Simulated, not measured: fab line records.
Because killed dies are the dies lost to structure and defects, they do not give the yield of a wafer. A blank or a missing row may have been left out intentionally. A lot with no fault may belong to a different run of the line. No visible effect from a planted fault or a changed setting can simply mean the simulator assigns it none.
fab line records | flow sky130
[record] lots = 5 | wafers = 15 | last-day = 49
route steps=708 shown LDD_LDN@292 SPACER@304 POLY_CUT@307 SD_P@320 RES_XHIGH@332 SALICIDE@361 PAD_OPEN@708
lots that met no fault: from a run of the same line without faults
start-h: the number of hours between the record's first day and the start of the first shown wafer of the lot | wait-h: time in hours since the lot's previous step | " as in the row above | L1.1+2: a row that stands for several wafers | - value missing, or start not given | * or withheld: withheld | < > ~ a bound
route shown NAME@n: names a module that has steps shown in the file, with the first one's number in the route | usual: mean/standard deviation of fault-free wafers | same: alike in all rows | chamber/n: place in a boat | sites: each site's reading | _std_site: standard deviation of those values | _edge_site: mean of outer sites minus mean of inner sites | radius-mm: how far each site lies from the wafer's centre | mask NAME#n: copy n | behind: the most recent tool/chamber to have shaped the wafer | hold: what put the lot on hold/how long, in hours/how the hold closed | device: the transistor (n, p or np) that didn't switch | end of line: the same wafers' tests at the end of the route | step lacking rows: just its recipe | killed: count of dies lost to structure and defects at first sort (not the wafer's yield) | map: a wafer's dies, x killed, . not, _ none there
set.NAME: the setting the step ran with; set.NAME@STEP: the setting that earlier step ran with | model.NAME: the simulator's own value behind a step, which no gauge read
lots seen at some steps along the route; tables by step, rows by wafer
services: when a tool's chamber went out of use (start-h, in hours from the record's first day, below 0 if earlier), for how many hours, and the reason
[[steps]]
[step SKY_LDD_LDN_SOFTBAKE_03]
[recipe] temp-c = 90 | time-s = 60 | resist = NOVOLAK
[step SKY_LDD_LDN_EXPOSE_04]
[recipe] mask-id = LDNTM | na = 0.6 | source-shape = conventional | sigma-outer = 0.6 | polarization = unpolarized | target-cd-nm = 700 | dose-mj = 140
[step SKY_LDD_LDN_PEB_05]
[recipe] temp-c = withheld | time-s = * | resist = NOVOLAK
[step SKY_LDD_LDN_DEVELOP_06]
[recipe] resist = NOVOLAK | developer = TMAH | develop-time-s = 60 | dev-temp-c = 23
[step SKY_LDD_LDN_IMPLANT_08]
[recipe] species = As | energy-kev = 15 | dose-cm2 = 1.25e+13 | tilt-deg = withheld | rotation-deg = 23
[step SKY_LDD_LDN_IMPLANT_09]
[recipe] species = As | energy-kev = 15 | dose-cm2 = 1.25e+13 | tilt-deg = withheld | rotation-deg = 113
[step SKY_LDD_LDN_IMPLANT_10]
[recipe] species = As | energy-kev = 14.89 | dose-cm2 = 1.25e+13 | tilt-deg = withheld | rotation-deg = 203
[step SKY_LDD_LDN_IMPLANT_11]
[recipe] species = As | energy-kev = 15 | dose-cm2 = 1.25e+13 | tilt-deg = withheld | rotation-deg = 293
[step SKY_LDD_LDN_STRIP_12]
[recipe] chemistry = O2/N2 | power-w = 1400 | pressure-mtorr = 1500 | platen-temp-c = withheld | o2-flow-sccm = 3000 | n2-flow-sccm = 300 | overash-fraction = 0.5
[step SKY_LDD_LDN_CLEAN_14]
[recipe] chemistry = SC1/SC2 | mix = 1:4:20 | temp-c = 70 | time-s = 150 | dry = n2-spin
[step SKY_SPACER_CVD_00]
[recipe] material = Si3N4 | precursor = DCS/NH3 | target-thk-nm = 43.1 | temp-c = 770 | time-s = 740 | pressure-mtorr = 250
[usual] pressure-mtorr = 250.0/0.56
lot.wafer | tool     | chamber | start-h | wait-h | pressure-mtorr | model.Si3N4_of_SPACER_CVD_00.thk-nm
L599.1    | lpcvd-02 | 0       | 584.39  | 0.9    | 125.8          | 35.31
L599.3    | "        | 0       | "       | "      | 125.2          | 35.59
L599.6    | "        | 0       | "       | "      | 125.9          | 35.54
L600.2    | lpcvd-02 | 1       | 591.06  | 0.0    | 124.7          | 35.33
L600.4    | "        | 1       | "       | "      | 124.9          | 35.53
L600.5    | "        | 1       | "       | "      | 124.6          | 35.14
L601.2    | lpcvd-02 | 1       | 600.01  | 0.0    | 124.7          | 35.37
L601.3    | "        | 1       | "       | "      | 124.5          | 35.14
L601.6    | "        | 1       | "       | "      | 125.1          | 35.44
L609.1    | lpcvd-02 | 1       | 670.84  | 0.0    | 250.5          | 42.85
L609.2    | "        | 1       | "       | "      | 249.7          | 43.16
L609.4    | "        | 1       | "       | "      | 250.4          | 43.11
L610.1    | lpcvd-02 | 0       | 674.63  | 1.0    | 249.4          | 42.69
L610.2    | "        | 0       | "       | "      | 249.3          | 42.15
L610.4    | "        | 0       | "       | "      | 249.9          | 42.04
[step SKY_SPACER_THK_MEAS_01]
[recipe] reads = Si3N4_of_SPACER_CVD_00
[usual] SPACER_CVD_00_THK = 43.1/0.46
lot.wafer | tool          | chamber | start-h | wait-h | SPACER_CVD_00_THK[nm]
L599.1    | film-metro-04 | -       | 585.60  | 0.0    | 35.3
L599.3    | "             | -       | "       | "      | 35.6
L599.6    | "             | -       | "       | "      | 35.5
L600.2    | film-metro-03 | -       | 592.27  | 0.0    | 35.3
L600.4    | "             | -       | "       | "      | 35.5
L600.5    | "             | -       | "       | "      | 35.2
L601.2    | film-metro-02 | -       | 601.23  | 0.0    | 35.4
L601.3    | "             | -       | "       | "      | 35.1
L601.6    | "             | -       | "       | "      | 35.5
L609.1    | film-metro-03 | -       | 672.05  | 0.0    | 42.9
L609.2    | "             | -       | "       | "      | 43.2
L609.4    | "             | -       | "       | "      | 43.1
L610.1    | film-metro-03 | -       | 675.84  | 0.0    | 42.7
L610.2    | "             | -       | "       | "      | 42.2
L610.4    | "             | -       | "       | "      | 42.1
[step SKY_SPACER_ETCHBACK_02]
[recipe] chemistry = CH3F/O2 | target = Si3N4 | stop-on = SiO2 | source-w = 400 | bias-w = 80 | pressure-mtorr = 25 | ch3f-flow-sccm = 40 | O2_flow_sccm = 30 | time-s = 46.7 | target-depth-a = 450
[usual] drypump-motor-current-A = 5.8/0.37 | oes-product-au = 0.855/0.0075 | throttle-valve-pct = 10.562/0.0096
lot.wafer | tool        | chamber | start-h | wait-h | drypump-motor-current-A | oes-product-au | rf-hours-counter-h | throttle-valve-pct | model.etch.depth-nm
L599.1    | rie-diel-03 | 1       | 585.66  | 0.1    | 5.5                     | 0.771          | 18                 | 10.557             | 35.31
L599.3    | "           | 3       | "       | "      | 6.6                     | 0.773          | 5                  | 10.547             | 35.59
L599.6    | "           | 0       | "       | "      | 5.9                     | 0.776          | -                  | 10.538             | 35.54
L600.2    | rie-diel-01 | 3       | 592.32  | 0.0    | 5.4                     | 0.771          | 2                  | 10.551             | 35.33
L600.4    | "           | 3       | "       | "      | 5.4                     | 0.773          | -                  | 10.562             | 35.53
L600.5    | "           | 1       | "       | "      | 5.7                     | 0.768          | -                  | 10.534             | 35.14
L601.2    | rie-diel-04 | 1       | 601.28  | 0.0    | 5.4                     | 0.767          | 5                  | 10.538             | 35.37
L601.3    | "           | 3       | "       | "      | 5.6                     | 0.764          | 54                 | 10.549             | 35.14
L601.6    | "           | 1       | "       | "      | 5.4                     | 0.778          | -                  | 10.550             | 35.44
L609.1    | rie-diel-01 | 3       | 672.11  | 0.1    | 5.4                     | 0.839          | 4                  | 10.549             | 42.85
L609.2    | "           | 0       | "       | "      | 5.5                     | 0.861          | 1                  | 10.557             | 43.16
L609.4    | "           | 3       | "       | "      | 5.4                     | 0.855          | -                  | 10.561             | 43.11
L610.1    | rie-diel-03 | 2       | 675.90  | 0.1    | 6.3                     | 0.855          | 13                 | 10.555             | 42.69
L610.2    | "           | 1       | "       | "      | 5.5                     | 0.844          | 21                 | 10.558             | 42.15
L610.4    | "           | 3       | "       | "      | 6.6                     | 0.840          | 7                  | 10.568             | 42.04
[step SKY_POLY_CUT_DEHYDRATE_00]
[recipe] temp-c = 200 | time-s = 60
[step SKY_POLY_CUT_HMDS_01]
[recipe] prime-time-s = 60 | prime-temp-c = 120
[step SKY_POLY_CUT_COAT_02]
[recipe] resist = BARC | temp-c = withheld | time-s = withheld | spin-rpm = 3000 | resist-thk-nm = 60
[step SKY_POLY_CUT_COAT_03]
[recipe] resist = KrF-thick | spin-rpm = 3000 | resist-thk-nm = 450
[step SKY_POLY_CUT_SOFTBAKE_04]
[recipe] temp-c = 100 | time-s = 90 | resist = KrF-thick
[step SKY_POLY_CUT_EXPOSE_05]
[recipe] mask-id = NPCM | na = 0.8 | source-shape = annular | sigma-inner = 0.55 | sigma-outer = 0.85 | target-cd-nm = 270 | dose-mj = 32
[step SKY_POLY_CUT_PEB_06]
[recipe] peb-temp-c = withheld | peb-time-s = withheld | resist = KrF-thick
[step SKY_POLY_CUT_DEVELOP_07]
[recipe] develop-time-s = 60 | resist = KrF-thick | dev-temp-c = 21
[step SKY_POLY_CUT_ETCH_10]
[recipe] chemistry = N2/H2 | target = BARC | ion-energy-ev = 200 | source-w = 500 | bias-w = 100 | pressure-mtorr = 30 | n2-flow-sccm = 100 | h2-flow-sccm = 200 | stop-on = SiO2 | time-s = 45.9 | target-depth-a = 600
[step SKY_POLY_CUT_ETCH_11]
[recipe] target = Si3N4 | chemistry = CF4/CH2F2/Ar | stop-on = poly-Si | source-w = 612.8 | bias-w = 150 | pressure-mtorr = 40 | cf4-flow-sccm = 40 | ch2f2-flow-sccm = 20 | Ar_flow_sccm = 150 | time-s = 42.5 | target-depth-a = 600
[step SKY_POLY_CUT_STRIP_12]
[recipe] chemistry = O2/N2 | power-w = 1400 | pressure-mtorr = 1500 | platen-temp-c = withheld | o2-flow-sccm = 3000 | n2-flow-sccm = 300 | overash-fraction = 0.5
[step SKY_SD_P_DEHYDRATE_00]
[recipe] temp-c = 200 | time-s = 60
[step SKY_SD_P_HMDS_01]
[recipe] prime-time-s = 60 | prime-temp-c = 120
[step SKY_SD_P_COAT_02]
[recipe] resist = NOVOLAK | spin-rpm = 3000 | resist-thk-nm = 1140
[step SKY_SD_P_SOFTBAKE_03]
[recipe] temp-c = 90 | time-s = 60 | resist = NOVOLAK
[step SKY_SD_P_EXPOSE_04]
[recipe] mask-id = PSDM | na = 0.6 | source-shape = conventional | sigma-outer = 0.6 | polarization = unpolarized | target-cd-nm = 380 | dose-mj = 138
[step SKY_SD_P_PEB_05]
[recipe] temp-c = withheld | time-s = * | resist = NOVOLAK
[step SKY_SD_P_DEVELOP_06]
[recipe] resist = NOVOLAK | developer = TMAH | develop-time-s = 60 | dev-temp-c = 23
[step SKY_SD_P_IMPLANT_09]
[recipe] species = BF2 | energy-kev = 20 | dose-cm2 = 3e+15 | tilt-deg = 0
[step SKY_SD_P_STRIP_10]
[recipe] chemistry = O2/N2 | power-w = 1400 | pressure-mtorr = 1500 | platen-temp-c = withheld | o2-flow-sccm = 3000 | n2-flow-sccm = 300 | overash-fraction = 0.5
[step SKY_RES_XHIGH_DEHYDRATE_00]
[recipe] temp-c = 200 | time-s = 60
[step SKY_RES_XHIGH_HMDS_01]
[recipe] prime-time-s = 60 | prime-temp-c = 120
[step SKY_SALICIDE_CLEAN_00]
[recipe] chemistry = HF-last | time-s = 30 | dilution = 100:1 | dry = ipa-marangoni
lot.wafer | tool         | chamber | start-h | wait-h | model.Si3N4_of_SPACER_CVD_00.thk-nm
L599.1    | wet-bench-03 | 1       | 703.76  | 0.1    | 34.31
L599.3    | "            | 1       | "       | "      | 34.59
L599.6    | "            | 1       | "       | "      | 34.54
L600.2    | wet-bench-04 | 1       | 708.14  | 0.1    | 34.36
L600.4    | "            | 1       | "       | "      | 34.56
L600.5    | "            | 1       | "       | "      | 34.17
L601.2    | wet-bench-01 | 0       | 716.63  | 0.1    | 34.38
L601.3    | "            | 0       | "       | "      | 34.15
L601.6    | "            | 0       | "       | "      | 34.45
L609.1    | wet-bench-01 | 3       | 782.45  | 0.1    | 41.86
L609.2    | "            | 3       | "       | "      | 42.16
L609.4    | "            | 3       | "       | "      | 42.11
L610.1    | wet-bench-01 | 2       | 787.21  | 0.1    | 41.73
L610.2    | "            | 2       | "       | "      | 41.19
L610.4    | "            | 2       | "       | "      | 41.08
[step SKY_PAD_OPEN_PROBE_99]
[usual] killed_at_M0_to_M3 = 44/7.2 | killed_at_M4_up = 3.1/1.8 | killed-at-contacts = 25/5.2 | killed-at-front-end = 15/3.9 | killed-at-other = 0.2/0.5 | killed-dies = 86/9.5 | killed-on-rim = 17/3.5 | killed-open = 47/7.3 | killed-short = 40/6
[same] gross-dies = 492 | killed-at-back-side = 0
lot.wafer | tool      | chamber | start-h | wait-h | killed_at_M0_to_M3 | killed_at_M4_up | killed-at-contacts | killed-at-front-end | killed-at-other | killed-dies | killed-on-rim | killed-open | killed-short | model.etest.pfet_01v8.r-on-ohm-um | model.etest.nfet-g5v0d10v5.r-on-ohm-um | model.etest.sonos-uncharged.r-on-ohm-um | model.etest.pfet_01v8.drive-ua-um | model.etest.sram-pfet-latch.drive-ua-um | model.etest.pfet_01v8_hvt.drive-ua-um | model.etest.pfet_01v8_mvt.drive-ua-um | model.etest.pfet_01v8_lvt.drive-ua-um
L599.1    | prober-02 | -       | 1118.77 | 0.1    | 41                 | 2               | 15                 | 16                  | 1               | 75          | 13            | 42          | 33           | 2612                              | 1845                                   | 773.7                                   | 218.4                             | 161.9                                   | 164.4                                 | 163.5                                 | 179.6
L599.3    | prober-02 | -       | 1118.87 | 0.2    | 39                 | 5               | 19                 | 17                  | 0               | 80          | 11            | 40          | 40           | 2659                              | 1844                                   | 784                                     | 212.7                             | 155.2                                   | 158.5                                 | 162.3                                 | 181.5
L599.6    | prober-02 | -       | 1119.02 | 0.2    | 39                 | 1               | 21                 | 13                  | 0               | 74          | 18            | 44          | 30           | 2569                              | 1826                                   | 765.8                                   | 221.5                             | 163.7                                   | 164.8                                 | 165.9                                 | 182.8
L600.2    | prober-02 | -       | 1120.18 | 0.1    | 40                 | 5               | 27                 | 8                   | 2               | 82          | 17            | 45          | 37           | 2555                              | 1843                                   | 770.3                                   | 224.2                             | 165.3                                   | 167.9                                 | 167.4                                 | 182.2
L600.4    | prober-02 | -       | 1120.28 | 0.2    | 41                 | 5               | 34                 | 8                   | 3               | 91          | 22            | 52          | 39           | 2675                              | 1880                                   | 785.2                                   | 210.8                             | 160.3                                   | 159.3                                 | 162                                   | 174.6
L600.5    | prober-02 | -       | 1120.33 | 0.2    | 50                 | 4               | 33                 | 12                  | 0               | 99          | 20            | 58          | 41           | 2677                              | 1873                                   | 788.1                                   | 209.4                             | 153.9                                   | 157.5                                 | 161.2                                 | 173.2
L601.2    | prober-01 | -       | 1126.04 | 0.1    | 49                 | 3               | 27                 | 12                  | 0               | 91          | 14            | 52          | 39           | 2744                              | 1872                                   | 798.4                                   | 204.6                             | 153.7                                   | 154.5                                 | 155.9                                 | 180.7
L601.3    | prober-01 | -       | 1126.09 | 0.2    | 39                 | 2               | 25                 | 10                  | 0               | 76          | 17            | 36          | 40           | 2632                              | 1839                                   | 760.6                                   | 215                               | 165.2                                   | 161.4                                 | 160.2                                 | 183.1
L601.6    | prober-01 | -       | 1126.24 | 0.2    | 36                 | 5               | 29                 | 14                  | 1               | 85          | 21            | 45          | 40           | 2681                              | 1861                                   | 782.2                                   | 209                               | 160.4                                   | 158                                   | 157.2                                 | 179.3
L609.1    | prober-01 | -       | 1172.97 | 0.1    | 38                 | 1               | 26                 | 14                  | 1               | 80          | 14            | 44          | 36           | 2883                              | 1885                                   | 837.9                                   | 194                               | 144.4                                   | 146.7                                 | 155.8                                 | 176.5
L609.4    | prober-01 | -       | 1173.12 | 0.2    | 43                 | 2               | 28                 | 16                  | 0               | 89          | 15            | 57          | 32           | 2847                              | 1876                                   | 804.2                                   | 197.7                             | 151.4                                   | 147                                   | 155                                   | 176.9
L610.1    | prober-02 | -       | 1175.72 | 0.1    | 48                 | 6               | 23                 | 19                  | 0               | 96          | 27            | 59          | 35           | 2894                              | 1864                                   | 809.4                                   | 192.6                             | 144.1                                   | 143.6                                 | 154.2                                 | 176.8
L610.2    | prober-02 | -       | 1175.77 | 0.1    | 38                 | 4               | 25                 | 15                  | 1               | 83          | 21            | 43          | 40           | 2858                              | 1878                                   | 813.8                                   | 193.7                             | 142.5                                   | 144.7                                 | 153.9                                 | 175.7
L610.4    | prober-02 | -       | 1175.87 | 0.2    | 35                 | 2               | 38                 | 24                  | 0               | 99          | 13            | 51          | 46           | 2930                              | 1895                                   | 815.4                                   | 191.1                             | 140.9                                   | 141.8                                 | 152.1                                 | 175.6
// killed by level:class
L599.1 FIELD_ISO:geometric-particle:open=7 LI_CONTACT:geometric-particle:open=6 VIA1:geometric-particle:short=6 VIA1:geometric-particle:open=6 VIA2:geometric-particle:open=6 CONTACT:geometric-particle:open=5 METAL2:geometric-particle:short=5 VIA3:geometric-particle:open=5
L599.3 VIA1:geometric-particle:open=11 CONTACT:geometric-particle:open=8 VIA2:geometric-particle:open=8 FIELD_ISO:geometric-particle:short=5 LI_CONTACT:geometric-particle:open=5 VIA1:geometric-particle:short=5 METAL3:geometric-particle:short=4 METAL1:geometric-particle:short=4
L599.6 VIA3:geometric-particle:open=8 VIA1:geometric-particle:open=7 LI_CONTACT:geometric-particle:open=6 LOCAL_INTERCONNECT:geometric-particle:short=6 CONTACT:geometric-particle:short=5 METAL1:geometric-particle:short=5 FIELD_ISO:geometric-particle:open=4 CONTACT:geometric-particle:open=4
L600.2 VIA1:geometric-particle:open=12 CONTACT:geometric-particle:open=9 LI_CONTACT:geometric-particle:open=8 VIA3:geometric-particle:open=7 METAL2:geometric-particle:short=6 VIA3:geometric-particle:short=5 CONTACT:geometric-particle:short=4 LOCAL_INTERCONNECT:geometric-particle:short=4
L600.4 CONTACT:geometric-particle:open=12 VIA1:geometric-particle:open=10 LI_CONTACT:geometric-particle:open=8 VIA2:geometric-particle:open=7 CONTACT:geometric-particle:short=5 LI_CONTACT:geometric-particle:short=4 LOCAL_INTERCONNECT:geometric-particle:short=4 METAL1:geometric-particle:open=4
L600.5 VIA1:geometric-particle:open=14 CONTACT:geometric-particle:open=11 LI_CONTACT:geometric-particle:open=10 VIA1:geometric-particle:short=9 VIA2:geometric-particle:open=7 POLY_GATE:geometric-particle:open=5 VIA3:geometric-particle:open=5 VIA2:geometric-particle:short=4
L601.2 VIA1:geometric-particle:open=12 VIA2:geometric-particle:open=8 FIELD_ISO:geometric-particle:short=7 METAL1:geometric-particle:short=7 CONTACT:geometric-particle:open=7 LI_CONTACT:geometric-particle:open=6 CONTACT:geometric-particle:short=6 VIA3:geometric-particle:open=6
L601.3 CONTACT:geometric-particle:open=10 LOCAL_INTERCONNECT:geometric-particle:short=6 VIA1:geometric-particle:open=6 METAL2:geometric-particle:short=6 CONTACT:geometric-particle:short=5 METAL1:geometric-particle:open=5 VIA2:geometric-particle:open=4 METAL3:geometric-particle:short=4
L601.6 VIA1:geometric-particle:open=10 CONTACT:geometric-particle:open=9 FIELD_ISO:geometric-particle:short=8 CONTACT:geometric-particle:short=8 LI_CONTACT:geometric-particle:open=7 VIA3:geometric-particle:open=6 METAL3:geometric-particle:short=5 VIA2:geometric-particle:open=4
L609.1 VIA1:geometric-particle:open=9 CONTACT:geometric-particle:open=8 FIELD_ISO:geometric-particle:open=7 VIA2:geometric-particle:open=7 LOCAL_INTERCONNECT:geometric-particle:short=6 CONTACT:geometric-particle:short=5 METAL1:geometric-particle:short=5 VIA3:geometric-particle:open=5
L609.4 CONTACT:geometric-particle:open=14 VIA1:geometric-particle:open=14 VIA2:geometric-particle:open=8 CONTACT:geometric-particle:short=7 VIA3:geometric-particle:open=6 METAL2:geometric-particle:short=5 POLY_GATE:geometric-particle:open=4 POLY_GATE:geometric-particle:short=4
L610.1 VIA1:geometric-particle:open=11 CONTACT:geometric-particle:open=10 VIA2:geometric-particle:open=8 METAL1:geometric-particle:short=7 FIELD_ISO:geometric-particle:open=6 LI_CONTACT:geometric-particle:open=6 VIA1:geometric-particle:short=5 VIA3:geometric-particle:open=5
L610.2 CONTACT:geometric-particle:open=12 VIA3:geometric-particle:open=7 VIA1:geometric-particle:open=7 CONTACT:geometric-particle:short=5 FIELD_ISO:geometric-particle:open=5 VIA3:geometric-particle:short=5 FIELD_ISO:geometric-particle:short=4 VIA1:geometric-particle:short=4
L610.4 VIA1:geometric-particle:open=10 CONTACT:geometric-particle:short=9 CONTACT:geometric-particle:open=8 LOCAL_INTERCONNECT:geometric-particle:short=7 POLY_GATE:geometric-particle:open=7 LI_CONTACT:geometric-particle:open=7 VIA3:geometric-particle:open=7 LI_CONTACT:geometric-particle:short=5
[[services]]
tool         | chamber | start-h | hours | kind
rie-diel-04  | 0       | 578.15  | -     | clean
rie-diel-04  | 0       | 578.15  | 22.0  | scheduled-down
rie-diel-04  | 0       | 578.15  | 22.0  | vent-cycle
rie-diel-01  | 0       | 588.44  | -     | clean
rie-diel-01  | 0       | 588.44  | 26.9  | scheduled-down
rie-diel-01  | 0       | 588.44  | 26.9  | vent-cycle
lpcvd-02     | -       | 588.92  | 0.7   | repair
wet-bench-01 | -       | 595.76  | 2.2   | repair
wet-bench-04 | -       | 621.76  | 1.9   | repair
rie-diel-03  | 0       | 623.50  | -     | clean
rie-diel-03  | 0       | 623.50  | 21.2  | scheduled-down
rie-diel-03  | 0       | 623.50  | 21.2  | vent-cycle
rie-diel-01  | 2       | 664.67  | 3.1   | repair
rie-diel-03  | -       | 668.60  | 0.8   | repair
rie-diel-01  | 2       | 670.30  | 10.7  | repair
rie-diel-03  | -       | 672.44  | 2.8   | pm
rie-diel-03  | 0       | 687.22  | 4.3   | repair
rie-diel-04  | 3       | 701.74  | -     | clean
rie-diel-04  | 3       | 701.74  | 20.2  | scheduled-down
rie-diel-04  | 3       | 701.74  | 20.2  | vent-cycle
rie-diel-01  | 3       | 745.44  | 3.8   | repair
wet-bench-04 | -       | 772.12  | 3.6   | repair
rie-diel-01  | 1       | 781.26  | 4.7   | repair
[[key]]
[first-sign] step = SKY_SPACER_CVD_00 | reading = pressure-mtorr | direction = down | sigmas = 99+ | usual = 250.0 | struck = 125.0
[effect] step = SKY_SPACER_THK_MEAS_01 | reading = SPACER_CVD_00_THK | direction = down | sigmas = 17 | usual = 43.1 | struck = 35.4
[effect] step = SKY_SPACER_ETCHBACK_02 | reading = oes-product-au | direction = down | sigmas = 11 | usual = 0.855 | struck = 0.771
[model-effect] step = SKY_SPACER_CVD_00 | value = Si3N4_of_SPACER_CVD_00.thk-nm | without = 43.47 | struck = 35.38
[model-effect] step = SKY_SPACER_ETCHBACK_02 | value = etch.depth-nm | without = 43.47 | struck = 35.38
[model-effect] step = SKY_SALICIDE_CLEAN_00 | value = Si3N4_of_SPACER_CVD_00.thk-nm | without = 42.48 | struck = 34.39
[model-effect] step = SKY_PAD_OPEN_PROBE_99 | value = etest.pfet_01v8.r-on-ohm-um | without = 2894 | struck = 2645
met-at SKY_SPACER_CVD_00
struck-wafers L599.1,L599.3,L599.6,L600.2,L600.4,L600.5,L601.2,L601.3,L601.6
tester-left-out L599,L600,L601
[fault] kind = process-parameter-drift | tool = lpcvd-02 | chamber = - | onset-h = 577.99 | steps = SKY_SPACER_CVD_00 | channel = pressure-mtorr | offset = -125 | shape = step | end-h = 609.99 | acts-in = these-recipes-only | stated = 250
// tester-left-out: of these lots the tester's yield and bins aren't shown, on N5 and GAA mostly nor the transistor test; their killed dies are dies lost to structure and defects alone, not to doping, threshold or leakage, so they don't give the yield
